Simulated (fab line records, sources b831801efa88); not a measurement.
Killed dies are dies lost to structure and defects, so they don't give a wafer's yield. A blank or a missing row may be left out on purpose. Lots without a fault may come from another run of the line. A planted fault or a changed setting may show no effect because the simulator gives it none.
Which tool did it? | flow gf180mcu | 13 lots, 39 wafers sampled, at 4 steps of a route of 602

WHAT THE GAUGES READ, wafer by wafer
GF_V3_BOW_MEAS_05.
lot  | measured     | on            | V3_BOW (um)
L492 | day 22 02:24 | film_metro-01 | 135 123 141
L494 | day 22 12:50 | film_metro-03 | 106 98 111
L495 | day 22 21:44 | film_metro-03 | 107 99 101
L496 | day 23 11:57 | film_metro-03 | 108 108 119
L498 | day 24 04:11 | film_metro-01 | 129 127 128
L499 | day 24 11:56 | film_metro-02 | 130 126 118
L500 | day 24 19:07 | film_metro-01 | 106 119 113
L501 | day 25 08:50 | film_metro-01 | 120 121 121
L502 | day 25 10:29 | film_metro-02 | 131 122 117
L503 | day 25 21:24 | film_metro-03 | 117 120 117
L504 | day 25 23:42 | film_metro-01 | 125 124 118
L509 | day 27 16:29 | film_metro-01 | 127 116 113
L514 | day 28 21:02 | film_metro-02 | 118 107 111

GF_PASSIVATION_BOW_MEAS_14.
lot  | measured     | on            | PASSIVATION_BOW (um)
L492 | day 29 16:02 | film_metro-03 | 158 148 168
L494 | day 29 23:54 | film_metro-03 | 128 120 131
L495 | day 30 05:01 | film_metro-03 | 123 117 118
L496 | day 30 18:27 | film_metro-02 | 126 128 138
L498 | day 31 08:47 | film_metro-04 | 144 144 144
L499 | day 31 12:59 | film_metro-02 | 148 144 135
L500 | day 31 18:11 | film_metro-04 | 123 135 130
L501 | day 32 04:54 | film_metro-04 | 141 141 143
L502 | day 32 07:57 | film_metro-03 | 138 130 124
L503 | day 32 13:44 | film_metro-02 | 143 146 142
L504 | day 32 17:05 | film_metro-04 | 146 146 143
L509 | day 34 00:18 | film_metro-04 | 151 139 139
L514 | day 34 21:36 | film_metro-04 | 143 129 135

WHICH TOOL RAN EACH LOT (tool, then ch and the chambers of the sampled wafers, then the start)
lot  | GF_HV_LDD_ETCHBACK_58              | GF_V3_SPUTTER_22
L492 | rie_diel-01 ch 0,2,3, day 13 01:11 | pvd_sputter-04, day 23 02:14
L494 | rie_diel-02 ch 1,2,3, day 13 10:11 | pvd_sputter-03, day 23 13:07
L495 | rie_diel-02 ch 2,3, day 13 19:11   | pvd_sputter-03, day 23 21:22
L496 | rie_diel-02 ch 0,2, day 14 06:13   | pvd_sputter-03, day 24 11:16
L498 | rie_diel-02 ch 0,1,3, day 14 22:52 | pvd_sputter-04, day 25 03:29
L499 | rie_diel-01 ch 0,2,3, day 15 04:50 | pvd_sputter-04, day 25 10:36
L500 | rie_diel-02 ch 1,3, day 15 13:13   | pvd_sputter-02, day 25 17:57
L501 | rie_diel-03 ch 0,1,3, day 16 02:04 | pvd_sputter-03, day 26 07:02
L502 | rie_diel-02 ch 0,2,3, day 16 02:17 | pvd_sputter-03, day 26 08:10
L503 | rie_diel-01 ch 0,1,2, day 16 17:17 | pvd_sputter-03, day 26 18:28
L504 | rie_diel-03 ch 0,1,2, day 16 19:53 | pvd_sputter-03, day 26 21:11
L509 | rie_diel-03 ch 0,1, day 18 17:10   | pvd_sputter-03, day 28 13:25
L514 | rie_diel-01 ch 0,2,3, day 20 03:04 | pvd_sputter-02, day 29 17:12
- GF_HV_LDD_ETCHBACK_58: etches Si3N4 in CH3F/O2, stops on SiO2, time 100 s, target depth 90 nm.
- GF_V3_SPUTTER_22: material TiN, target thk 10 nm, time 40 s.

WHAT THE TOOLS THEMSELVES READ (means of the sampled wafers that have a number; where no wafer has one, the mark that the record gives instead)
GF_HV_LDD_ETCHBACK_58.
lot  | tool        | O2_flow_sccm (sccm) | drypump_motor_current_A (A) | oes_product_au (a.u.) | throttle_valve_pct (%)
L492 | rie_diel-01 | 30.05               | 6.5                         | 0.840                 | 10.554
L494 | rie_diel-02 | 30.08               | 5.9                         | 0.840                 | 10.561
L495 | rie_diel-02 | 30.05               | 6.0                         | 0.843                 | 10.561
L496 | rie_diel-02 | 30.03               | 4.9                         | 0.839                 | 10.557
L498 | rie_diel-02 | 29.99               | 5.6                         | 0.847                 | 10.553
L499 | rie_diel-01 | 30.00               | 6.5                         | 0.843                 | 10.565
L500 | rie_diel-02 | 30.04               | 6.0                         | 0.848                 | 10.570
L501 | rie_diel-03 | 29.99               | 5.9                         | 0.851                 | 10.563
L502 | rie_diel-02 | 30.12               | 5.4                         | 0.837                 | 10.563
L503 | rie_diel-01 | 29.98               | 6.4                         | 0.843                 | 10.561
L504 | rie_diel-03 | 29.93               | 5.6                         | 0.841                 | 10.562
L509 | rie_diel-03 | 30.06               | 5.9                         | 0.844                 | 10.559
L514 | rie_diel-01 | 30.05               | 6.5                         | 0.841                 | 10.557

GF_V3_SPUTTER_22.
lot  | tool           | throttle_valve_pct (%)
L492 | pvd_sputter-04 | 30.2
L494 | pvd_sputter-03 | 29.0
L495 | pvd_sputter-03 | 29.9
L496 | pvd_sputter-03 | 30.0
L498 | pvd_sputter-04 | 29.6
L499 | pvd_sputter-04 | 30.3
L500 | pvd_sputter-02 | 28.6
L501 | pvd_sputter-03 | 29.9
L502 | pvd_sputter-03 | 30.2
L503 | pvd_sputter-03 | 30.1
L504 | pvd_sputter-03 | 29.2
L509 | pvd_sputter-03 | 29.0
L514 | pvd_sputter-02 | 29.2

THE ANSWER, worked out from the rows above alone
Rule: what is usual is taken from the lots themselves. Put in order of their means at a reading, lots are off if they are a third of the lots or fewer, leave a main group of 4 or more, and stand apart from it by a gap of 3 or more times the standard deviation of the main group's means; of several such gaps the widest counts. A main group whose means are all the same, to the digits that the tables above print for the reading, isn't used. A lot without any number at a reading at which 4 lots or more have one is off too. The other lots that the step has rows for count as sound. The gauges are gone through in route order, then the tools' own readings, and for those a lot's mean is taken as printed above. The first step at which some lot is off is used, and at that step the reading that is off furthest; a lot without a number counts as furthest.
No lot is off at any reading shown: from this, nothing can be told.

WHAT THE SIMULATOR HAD PUT IN
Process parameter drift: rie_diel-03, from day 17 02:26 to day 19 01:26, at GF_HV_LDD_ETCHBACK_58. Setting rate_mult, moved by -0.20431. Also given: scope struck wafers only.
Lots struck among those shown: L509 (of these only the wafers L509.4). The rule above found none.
